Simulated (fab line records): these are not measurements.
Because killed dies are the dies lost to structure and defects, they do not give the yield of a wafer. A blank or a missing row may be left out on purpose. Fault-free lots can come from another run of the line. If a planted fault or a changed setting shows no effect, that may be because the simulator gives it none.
Which tool was responsible? / flow gf180mcu / at 1 step of a route of 602, 13 lots with 39 wafers sampled

== WHAT THE GAUGES READ, wafer by wafer ==
GF_LVPWELL_TW_MEAS_11. Usual: LVPWELL_TW gives 561 (standard deviation 4.7).
lot=L783; measured=day 3 21:06; on=film metro-01; LVPWELL_TW=556 552 552; flag=
lot=L784; measured=day 4 02:44; on=film metro-01; LVPWELL_TW=555 555 553; flag=
lot=L786; measured=day 4 12:55; on=film metro-01; LVPWELL_TW=553 555 554; flag=
lot=L788; measured=day 5 02:24; on=film metro-01; LVPWELL_TW=556 558 559; flag=
lot=L789; measured=day 5 07:19; on=film metro-03; LVPWELL_TW=567 569 565; flag=
lot=L790; measured=day 5 12:32; on=film metro-01; LVPWELL_TW=555 558 560; flag=
lot=L794; measured=day 6 11:37; on=film metro-01; LVPWELL_TW=557 555 559; flag=
lot=L795; measured=day 6 17:08; on=film metro-03; LVPWELL_TW=562 559 559; flag=
lot=L796; measured=day 6 22:31; on=film metro-02; LVPWELL_TW=560 559 561; flag=
lot=L801; measured=day 8 01:28; on=film metro-03; LVPWELL_TW=564 566 567; flag=
lot=L803; measured=day 8 11:49; on=film metro-02; LVPWELL_TW=560 559 559; flag=
lot=L804; measured=day 8 19:07; on=film metro-03; LVPWELL_TW=568 566 563; flag=
lot=L806; measured=day 9 08:25; on=film metro-03; LVPWELL_TW=571 568 568; flag=

== WHICH TOOL RAN EACH LOT (tool, then ch and the chambers of the sampled wafers, then the start) ==
Before these readings, the record contains no process step.

== AS READ BY THE TOOLS THEMSELVES (means over the sampled wafers that have a number; for cases with no such wafer, the mark the record gives instead) ==
The record holds no such reading with a usual standard deviation.

== THE ANSWER, worked out from the rows above alone ==
Rule: lot off if the mean of its wafers having a number is beyond 3 standard deviations from the usual mean. Also off: a lot with no number at a reading for which 4 or more lots have one. Any other lot the step has rows for is counted as sound. Order of review: gauges by route order, followed by the tools' own readings, for which a lot's mean as printed above is used. At the first step where some lot is off, the reading lying furthest off is the one used; lots without a number count as furthest.
None of the lots is off at any reading shown; this tells nothing.

== WHAT HAD BEEN PUT IN BY THE SIMULATOR ==
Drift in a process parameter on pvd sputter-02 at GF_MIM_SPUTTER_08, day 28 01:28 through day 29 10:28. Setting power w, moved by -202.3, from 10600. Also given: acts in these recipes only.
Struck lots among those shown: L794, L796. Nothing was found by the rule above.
